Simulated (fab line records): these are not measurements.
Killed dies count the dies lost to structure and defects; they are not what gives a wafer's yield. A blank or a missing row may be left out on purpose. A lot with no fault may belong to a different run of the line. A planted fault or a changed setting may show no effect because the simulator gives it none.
A struck lot beside a sound one / flow sky130 / 34 out of 708 route steps
Sound: wafers L165.1, L165.5, L165.6. Wafers L177.1, L177.3, L177.5 were the ones struck. The cause is given at the end.
At each step with rows: each side's tool, then ch and its chambers, then its first start. Under that, the readings that differ: sound wafers / struck wafers / difference of the means / sigmas: that difference in standard deviations of wafers without a fault.
alike: a reading whose means differ by less than 2 such deviations, as well as words and numbers matching on both sides. not compared: withheld readings; readings where some wafer has no value; bounds like >300 that might hide an equal value; numbers whose values overlap and for which the record gives no deviation.
Wherever a step has rows on one side only, a row that says differs or no value, or a row with sigmas, the two part there. When numbers do not overlap yet have no deviation, they are printed without sigmas and do not part them. Lack of a reading on every wafer of one side parts them only where that side has two or more wafers.

first, 7 steps without rows for these wafers: SKY_SONOS_TUNNEL_DEVELOP_06 (develop time 60 s); SKY_SONOS_TUNNEL_IMPLANT_09; SKY_SONOS_TUNNEL_WET_ETCH_10 (etches SiO2 in dHF, target depth 14 nm, time 280 s); SKY_SONOS_TUNNEL_STRIP_11 (strips in SPM, time 600 s); SKY_SONOS_TUNNEL_CLEAN_13 (cleans in dHF, time 20 s); SKY_SONOS_ONO_OXIDATION_00 (stabilise 600 s, purge 300 s, target thk 2.6 nm); SKY_SONOS_ONO_CVD_02 (deposits Si3N4 from DCS/NH3, target thk 10.5 nm, time 180 s).
SKY_SONOS_ONO_CVD_04: deposits SiO2 from SiH4/N2O, target thk 5.7199 nm.
  sound on lpcvd-03 ch 1, day 11 20:38; struck on lpcvd-03 ch 1, day 16 08:27
reading=spike-tc-bottom-C (C); sound=920.5 921.0 921.7; struck=915.7 915.2 915.0; difference=-5.8; sigmas=-5
reading=spike-tc-lower-C (C); sound=899.1 902.1 902.3; struck=934.9 932.4 935.8; difference=+33.2; sigmas=+24
reading=zone-power-bottom-pct (%); sound=31.0 31.6 31.3; struck=26.0 25.3 25.5; difference=-5.7; sigmas=-7
reading=zone-power-centre-pct (%); sound=18.4 18.1 18.2; struck=12.4 12.5 12.4; difference=-5.8; sigmas=-13
reading=zone-power-lower-pct (%); sound=17.5 17.7 18.2; struck=30.5 30.8 30.7; difference=+12.9; sigmas=+30
reading=model.SiO2_of_SONOS_ONO_CVD_04.thk-nm (nm); sound=5.738 5.787 5.836; struck=6.853 7.059 7.008; difference=+1.186; sigmas=
  alike: spike-tc-centre-C, susceptor-temp-C
SKY_SONOS_ONO_THK_MEAS_05:
  sound: film-metro-01 at day 11 21:53; struck: film-metro-01 at day 16 09:42
reading=SONOS_ONO_CVD_04_THK (nm); sound=5.80 5.76 5.78; struck=6.86 7.06 7.00; difference=+1.19; sigmas=+13
then, 23 steps without rows for these wafers: SKY_SONOS_ONO_DEHYDRATE_06 (time 60 s); SKY_SONOS_ONO_HMDS_07 (prime time 60 s); SKY_SONOS_ONO_COAT_08 (resist thk 1140 nm); SKY_SONOS_ONO_SOFTBAKE_09 (time 60 s); SKY_SONOS_ONO_EXPOSE_10 (exposes mask ONOM, target cd 410 nm); SKY_SONOS_ONO_PEB_11; SKY_SONOS_ONO_DEVELOP_12 (develop time 60 s); SKY_SONOS_ONO_ETCH_15 (etches the open film in CHF3/O2, target depth 19.52 nm, time 7.8 s); SKY_SONOS_ONO_WET_ETCH_16 (etches SiO2 in dHF, target depth 14 nm, time 280 s); SKY_SONOS_ONO_STRIP_17 (strips in O2/N2); SKY_SONOS_ONO_WET_ETCH_18 (etches Si3N4 in H3PO4, target depth 15 nm, time 172 s); SKY_GATE_OXIDE_CLEAN_00 (cleans in SC1/SC2, time 150 s); SKY_GATE_OXIDE_OXIDATION_01 (stabilise 600 s, purge 300 s, target thk 10.268 nm); SKY_GATE_OXIDE_DEHYDRATE_03 (time 60 s); SKY_GATE_OXIDE_HMDS_04 (prime time 60 s); SKY_GATE_OXIDE_COAT_05 (resist thk 1140 nm); SKY_GATE_OXIDE_SOFTBAKE_06 (time 60 s); SKY_GATE_OXIDE_EXPOSE_07 (exposes mask LVOM, target cd 600 nm); SKY_GATE_OXIDE_PEB_08; SKY_GATE_OXIDE_DEVELOP_09 (develop time 60 s); SKY_GATE_OXIDE_IMPLANT_11; SKY_GATE_OXIDE_WET_ETCH_12 (etches SiO2 in dHF, target depth 16.8 nm, time 336 s); SKY_GATE_OXIDE_STRIP_13 (strips in O2/N2).
-- the record jumps here: 3 days lie between the struck wafers' starts before and after --
SKY_GATE_OXIDE_CLEAN_15: cleans in SC1/SC2, time 150 s.
  sound on wet-bench-02 ch 0, day 14 04:20; struck on wet-bench-01 ch 0, day 19 02:41
reading=model.SiO2_of_SONOS_ONO_CVD_04.thk-nm (nm); sound=4.217 4.273 4.323; struck=5.328 5.534 5.482; difference=+1.177; sigmas=
  alike: bath-guard-temp-C
-- record jumps: 31 days separate the struck wafers' starts on either side; left off in module GATE_OXIDE, taken up again in module PAD_OPEN, whose first shown step is the route's number 708 --
SKY_PAD_OPEN_PROBE_99:
  sound: prober-01 at day 46 09:29; struck: prober-02 at day 49 22:17
reading=model.etest.sonos-erased.drive-ua-um; sound=157 205.1 175.3; struck=123.8 127.8 99.64; difference=-62.1; sigmas=
reading=model.etest.sonos-uncharged.r-on-ohm-um; sound=802.3 815.5 816; struck=866 868.6 846.4; difference=+49; sigmas=
reading=model.etest.sonos-programmed.off-log10-a-um; sound=-13.97 -13.95 -13.99; struck=-12.39 -10.75 -10.78; difference=+2.66; sigmas=
reading=model.etest.cap-ono.gate-log10-a-cm2; sound=-8.011 -8.161 -8.2; struck=-9.322 -9.549 -9.46; difference=-1.320; sigmas=
reading=model.etest.cap-ono.gate-bv-v (V); sound=16.3 16.52 16.52; struck=17.21 17.7 17.95; difference=+1.17; sigmas=
reading=model.etest.cap-ono.tox-acc-nm (nm); sound=12.96 12.99 13.1; struck=14 14.18 14.12; difference=+1; sigmas=
reading=model.etest.sonos-programmed.vt-v (V); sound=1.416 1.389 1.353; struck=0.8159 0.6379 0.6727; difference=-0.6772; sigmas=
reading=model.etest.sonos-erased.vt-v (V); sound=-2.159 -2.208 -2.156; struck=-1.654 -1.578 -1.563; difference=+0.576; sigmas=
  alike: killed_at_M0_to_M3, killed_at_M4_up, killed-at-contacts, killed-at-front-end, killed-at-other, killed-dies, killed-open, killed-short

WHERE THEY PART
At SKY_SONOS_ONO_CVD_04 first; at SKY_SONOS_ONO_THK_MEAS_05 last (within this record only). Later steps at which nothing parts them and some readings are alike: SKY_GATE_OXIDE_CLEAN_15, SKY_PAD_OPEN_PROBE_99.

WHY: what the simulator had put in
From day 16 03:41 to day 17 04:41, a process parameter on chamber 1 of lpcvd-03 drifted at SKY_SONOS_ONO_CVD_04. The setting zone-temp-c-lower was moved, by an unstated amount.
